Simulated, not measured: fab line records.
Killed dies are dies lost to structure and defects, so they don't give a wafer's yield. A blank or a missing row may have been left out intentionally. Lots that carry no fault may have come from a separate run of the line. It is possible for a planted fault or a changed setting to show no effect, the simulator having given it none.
Code-filled problem report in 8D (eight disciplines) form :: flow gf180mcu :: the parts of the form that need people (team, actions taken, sign-off) are left out

## 1. THE PROBLEM
Wafers free of any fault read 3182 (standard deviation 16) for PSD_TW at GF_PSD_TW_MEAS_11, against a mean of 3025 on 2 wafers of 2 lots. That is -9.8 standard deviations from the usual mean.
First observed at day 18 16:43: wafer L107.3, on film metro-03. Wafers with a number at this step in the record: 37, from 13 lots. Rule for "out", or "out of limits": more than 4 standard deviations from the usual mean. The other wafers with a number count as sound.

## 2. WHAT IT IS AND WHAT IT IS NOT
question: which readings at this step
is: PSD_TW
is not: -

question: which lots
is: L106, L107
is not: L112, L113, L114, L115, L116, L117, L118, L995, L996, L997, L999

question: which wafers of those lots
is: L106.1, L107.3
is not: L106.4, L107.4

question: read on which gauges
is: film metro-02, film metro-03
is not: film metro-01

question: when
is: from day 18 16:43
is not: up to then (13 sound wafers); but 22 sound wafers of L106, L112, L113, L114, L115, L116, L117, L118 came after

## 3. SUSPECTS, AND WHAT RULES EACH OUT
Counting: if a tool at a process step up to the reading ran every lot that is out, it stays a suspect. Sound lots after the first of them don't rule it out here, since some wafers of a struck lot are sound.
- the gauge at GF_PSD_TW_MEAS_11: ruled out. 2 gauges (film metro-02, film metro-03) read the wafers that are out.
- implanter-02 at GF_PSD_IMPLANT_09: kept. It ran every lot that is out, first L107 (day 18 16:30).
Left after counting: implanter-02 at GF_PSD_IMPLANT_09.

## 4. THE CAUSE (what the simulator had put in)
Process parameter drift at GF_PSD_IMPLANT_09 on implanter-02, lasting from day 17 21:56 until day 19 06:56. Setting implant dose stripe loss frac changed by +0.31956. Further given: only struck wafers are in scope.
This tool alone remained once counting was done.

## 5. SEQUENCE OF EFFECTS, ordered by route
Each row: a reading whose mean over the struck wafers that have a number lies more than 3 standard deviations from the usual. Scope: only readings with a usual standard deviation given in the record; hours: median across lots of the time from each lot's start at the first step in this table that gives one to its start at this step; sigmas: change in usual standard deviations.
hours: 0
step: GF_PSD_STRIP_10
reading: strip time to endpoint s
usual: 16.53 s
on struck wafers: 15.75
change: -0.79
sigmas: -21

hours: 0
step: GF_PSD_TW_MEAS_11
reading: PSD_TW
usual: 3182
on struck wafers: 3025
change: -157
sigmas: -9.8

hours: 0
step: GF_PSD_RS_MEAS_15
reading: PSD_RS
usual: 108.55 ohm/sq
on struck wafers: 121.16
change: +12.61
sigmas: +45
Here are the process steps it includes:
- GF_PSD_STRIP_10: strips in O2/N2.
Later steps that measure or inspect, where all struck wafers having a row at the step show a number for every such reading and not one has moved that far: GF_SAB_CD_MEAS_09, GF_V5_CD_MEAS_14, GF_PASSIVATION_THK_MEAS_03.

## 6. WHAT WOULD HAVE CAUGHT IT SOONER
The first out-of-limits reading at a measuring or inspecting step in this record came at day 18 16:43, 19 hours after the fault's start at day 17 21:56.
L106, from the lots that are out (2), started GF_PSD_IMPLANT_09 on implanter-02 later than day 18 16:43. Had the tool been put on hold then, it would have been spared.
